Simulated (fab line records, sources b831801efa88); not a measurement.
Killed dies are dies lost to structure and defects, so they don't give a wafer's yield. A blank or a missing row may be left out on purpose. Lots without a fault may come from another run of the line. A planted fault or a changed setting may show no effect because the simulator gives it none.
Which tool did it? | flow gf180mcu | 12 lots, 36 wafers sampled, at 4 steps of a route of 602

WHAT THE GAUGES READ, wafer by wafer
GF_PSD_RS_MEAS_14: measures by four-point-probe.
lot  | measured     | on            | NSD_RS (ohm/sq)
L554 | day 14 19:00 | film_metro-03 | 46.04 46.04 46.06
L557 | day 15 15:30 | film_metro-01 | 46.13 46.10 46.14
L558 | day 15 18:44 | film_metro-01 | 46.28 46.15 46.10
L560 | day 16 13:25 | film_metro-01 | 46.23 46.27 46.17
L561 | day 17 02:35 | film_metro-01 | 46.08 46.24 46.07
L562 | day 17 06:27 | film_metro-01 | 46.22 46.21 46.12
L564 | day 18 01:58 | film_metro-03 | 45.98 46.05 46.04
L565 | day 18 12:30 | film_metro-03 | 43.31 43.19 43.31
L566 | day 18 20:14 | film_metro-01 | 46.17 46.04 46.07
L567 | day 19 02:02 | film_metro-02 | 43.39 43.35 43.37
L572 | day 20 23:19 | film_metro-01 | 46.01 46.10 46.15
L574 | day 21 11:28 | film_metro-03 | 46.10 46.15 46.10

GF_PSD_RS_MEAS_15: measures by four-point-probe.
lot  | measured     | on            | PSD_RS (ohm/sq)
L554 | day 14 19:07 | film_metro-03 | 108.3 108.5 108.3
L557 | day 15 15:37 | film_metro-01 | 108.8 108.5 108.5
L558 | day 15 18:51 | film_metro-01 | 108.3 108.4 108.5
L560 | day 16 13:32 | film_metro-01 | 109.1 108.6 108.5
L561 | day 17 02:43 | film_metro-01 | 108.5 108.1 108.4
L562 | day 17 06:34 | film_metro-01 | 109.0 108.7 108.8
L564 | day 18 02:05 | film_metro-03 | 107.8 108.1 108.2
L565 | day 18 12:37 | film_metro-03 | 103.2 103.0 103.3
L566 | day 18 20:22 | film_metro-01 | 108.3 108.7 108.3
L567 | day 19 02:09 | film_metro-02 | 103.1 103.0 103.1
L572 | day 20 23:26 | film_metro-01 | 108.5 108.4 108.8
L574 | day 21 11:35 | film_metro-03 | 108.6 108.6 108.7

GF_V1_BOW_MEAS_05.
lot  | measured     | on            | V1_BOW (um)
L554 | day 17 19:19 | film_metro-04 | 89 93 91
L557 | day 18 20:33 | film_metro-01 | 91 92 83
L558 | day 18 22:34 | film_metro-02 | 65 83 82
L560 | day 19 16:34 | film_metro-01 | 68 94 80
L561 | day 20 07:10 | film_metro-02 | 78 86 81
L562 | day 20 10:45 | film_metro-02 | 92 94 88
L564 | day 21 06:24 | film_metro-02 | 82 77 81
L565 | day 21 18:12 | film_metro-01 | 81 84 86
L566 | day 22 01:03 | film_metro-02 | 83 80 92
L567 | day 22 06:30 | film_metro-02 | 78 95 92
L572 | day 24 00:17 | film_metro-02 | 84 69 88
L574 | day 24 12:55 | film_metro-04 | 78 85 91

WHICH TOOL RAN EACH LOT (tool, then ch and the chambers of the sampled wafers, then the start)
lot  | GF_PSD_RTA_13
L554 | rtp_anneal-02 ch 0, day 14 18:55
L557 | rtp_anneal-02 ch 0, day 15 15:25
L558 | rtp_anneal-02 ch 0, day 15 18:39
L560 | rtp_anneal-01 ch 0, day 16 13:20
L561 | rtp_anneal-01 ch 0, day 17 02:30
L562 | rtp_anneal-02 ch 0, day 17 06:22
L564 | rtp_anneal-01 ch 0, day 18 01:52
L565 | rtp_anneal-02 ch 0, day 18 12:24
L566 | rtp_anneal-01 ch 0, day 18 20:10
L567 | rtp_anneal-02 ch 0, day 19 01:57
L572 | rtp_anneal-01 ch 0, day 20 23:13
L574 | rtp_anneal-02 ch 0, day 21 11:22
- GF_PSD_RTA_13: time 20 s.

WHAT THE TOOLS THEMSELVES READ (means of the sampled wafers that have a number; where no wafer has one, the mark that the record gives instead)
GF_PSD_RTA_13.
lot  | tool          | anneal_temp_c_max | lamp_power_pct (%) | run_length_s (s) | wafer_temp_C_max
L554 | rtp_anneal-02 | 1030.9            | 30.0               | 48.3             | 1029.3
L557 | rtp_anneal-02 | 1029.5            | 30.0               | 48.4             | 1029.2
L558 | rtp_anneal-02 | 1030.5            | 30.0               | 48.5             | 1028.9
L560 | rtp_anneal-01 | 1027.7            | 26.0               | 49.0             | 1029.1
L561 | rtp_anneal-01 | 1028.0            | 26.0               | 48.9             | 1029.5
L562 | rtp_anneal-02 | 1030.1            | 30.0               | 48.4             | 1028.9
L564 | rtp_anneal-01 | 1027.3            | 26.0               | 49.2             | 1029.7
L565 | rtp_anneal-02 | 1030.4            | 30.0               | 62.8             | 1029.2
L566 | rtp_anneal-01 | 1027.9            | 26.0               | 49.2             | 1030.3
L567 | rtp_anneal-02 | 1029.5            | 30.0               | 62.7             | 1029.2
L572 | rtp_anneal-01 | 1028.3            | 26.0               | 49.0             | 1029.9
L574 | rtp_anneal-02 | 1029.5            | 30.0               | 48.2             | 1028.9

THE ANSWER, worked out from the rows above alone
Rule: what is usual is taken from the lots themselves. Put in order of their means at a reading, lots are off if they are a third of the lots or fewer, leave a main group of 4 or more, and stand apart from it by a gap of 3 or more times the standard deviation of the main group's means; of several such gaps the widest counts. A main group whose means are all the same, to the digits that the tables above print for the reading, isn't used. A lot without any number at a reading at which 4 lots or more have one is off too. The other lots that the step has rows for count as sound. The gauges are gone through in route order, then the tools' own readings, and for those a lot's mean is taken as printed above. The first step at which some lot is off is used, and at that step the reading that is off furthest; a lot without a number counts as furthest.
Off: L565, L567, at GF_PSD_RS_MEAS_14 (NSD_RS). The main group: mean 46.12 ohm/sq, standard deviation 0.059.
A tool fits if, at a process step before that reading, it ran every lot that is off, and no sound lot after the first of them. The gauges at GF_PSD_RS_MEAS_14 aren't tried: what is off there is off at GF_PSD_RTA_13 too, on other tools, and a gauge's error can't cause that. None of those tried fits.

WHAT THE SIMULATOR HAD PUT IN
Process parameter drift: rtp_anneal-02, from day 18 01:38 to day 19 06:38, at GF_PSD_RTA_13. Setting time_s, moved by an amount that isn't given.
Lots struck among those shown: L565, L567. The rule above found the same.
